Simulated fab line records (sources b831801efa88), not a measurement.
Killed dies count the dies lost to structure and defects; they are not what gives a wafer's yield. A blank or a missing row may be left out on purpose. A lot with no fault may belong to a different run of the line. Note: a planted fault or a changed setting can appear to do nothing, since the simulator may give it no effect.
Comparing a struck lot with a sound one ; flow sfq_line ; 14 steps out of a route of 325
Sound: these wafers, L621.2, L621.3, L621.4. Struck: wafer L630.2 (L630.1, L630.6, from the same lot, were not struck and are left out); the cause is given at the end.
For every step that has rows: the tool of each side, followed by ch and its chambers, followed by its first start. Under that, the readings that differ: sound wafers ; struck wafers ; difference of the means ; sigmas: that difference in standard deviations of wafers without a fault.
alike: words and numbers the same on both sides, and readings whose means are apart by under 2 such deviations; not compared: readings that were withheld, readings missing a value for some wafer, numbers with overlapping values and no deviation given by the record, and bounds like >300 which may hide the same value.
A row with sigmas, a row that says differs or no value, or rows on one side alone: a step with any of these is where the two part. Numbers that don't overlap but have no deviation are shown without sigmas and don't part them. A reading that every wafer of one side lacks parts them only if that side has two wafers or more.

first, 6 steps without rows for these wafers: SFQ_TRILAYER_M3_LITHO_COAT_080 (resist thk 62 nm); SFQ_TRILAYER_M3_LITHO_COAT_075 (resist thk 600 nm); SFQ_TRILAYER_M3_LITHO_SOFTBAKE_079; SFQ_TRILAYER_M3_LITHO_EXPOSE_076 (exposes mask M3, target cd 500 nm); SFQ_TRILAYER_M3_LITHO_PEB_078 (peb time 60 s); SFQ_TRILAYER_M3_LITHO_DEVELOP_077 (time 60 s).
SFQ_M3_OVL_MEAS_921:
  sound on overlay-02 at day 46 22:01; struck on overlay-02 at day 51 17:09
  alike: M3_OVL
SFQ_TRILAYER_M3_BARC_OPEN_METAL_ETCH_100: etches BARC in O2, target depth 125 nm, time 41.7 s.
  sound on rie_metal-04 ch 0,1, day 46 22:02; struck on rie_metal-04 ch 0, day 51 17:11
  alike: drypump_motor_current_A, oes_product_au
  not compared: rf_hours_counter_h
SFQ_TRILAYER_M3_ETCH_METAL_ETCH_078: etches Nb in Cl2/Ar, stops on SiO2, target depth 240 nm, time 120 s.
  sound on rie_metal-04 ch 0,1, day 46 22:06; struck on rie_metal-04 ch 0, day 51 17:14
  alike: drypump_motor_current_A, oes_product_au
  not compared: rf_hours_counter_h
SFQ_TRILAYER_M3_STRIP_STRIP_079: strips in O2.
  sound on rie_metal-04 ch 0,1, day 46 22:14; struck on rie_metal-04 ch 0, day 51 17:22
  alike: drypump_motor_current_A, oes_product_au
  not compared: rf_hours_counter_h
then, 1 step without rows for these wafers: SFQ_TRILAYER_M3_STRIP_SOLV_CLEAN_080 (cleans in NMP, time 600 s).
SFQ_TRILAYER_I3_DEP_PECVD_081: deposits SiO2 from SiH4/N2O, time 111.11 s, target thk 500 nm.
  sound on pecvd-02 ch 0,1, day 46 23:00; struck on pecvd-03 ch 0, day 51 18:08
reading;sound;struck;difference;sigmas
run_length_s (s);138.5 138.3 138.2;169.3;+31.0;+66
throttle_valve_pct (%);25.4 26.2 26.3;22.1;-3.9;-3
model.SiO2_of_TRILAYER_I3_DEP_PECVD_081.thk_nm (nm);502.9 500.4 505.3;627.3;+124.4;
  alike: heater_power_w
SFQ_TRILAYER_I3_CMP_CMP_082: polishes SiO2.
  sound on cmp-01 ch 0,1,3, day 46 23:05; struck on cmp-02 ch 1, day 51 19:31
reading;sound;struck;difference;sigmas
time_to_endpoint_s (s);215 215 215;318;+103;+16
  alike: edge_zone_pressure_frac, motor_current_A
SFQ_I3_BOW_MEAS_922:
  sound on film_metro-04 at day 47 02:06; struck on film_metro-01 at day 51 22:01
  alike: I3_BOW

== WHERE THEY PART ==
At SFQ_TRILAYER_I3_DEP_PECVD_081 first; at SFQ_TRILAYER_I3_CMP_CMP_082 last (within this record only). Later steps at which nothing parts them and some readings are alike: SFQ_I3_BOW_MEAS_922.

WHY: what the simulator had put in
pecvd-03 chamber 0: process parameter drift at SFQ_TRILAYER_I3_DEP_PECVD_081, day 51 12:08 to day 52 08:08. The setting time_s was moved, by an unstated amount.
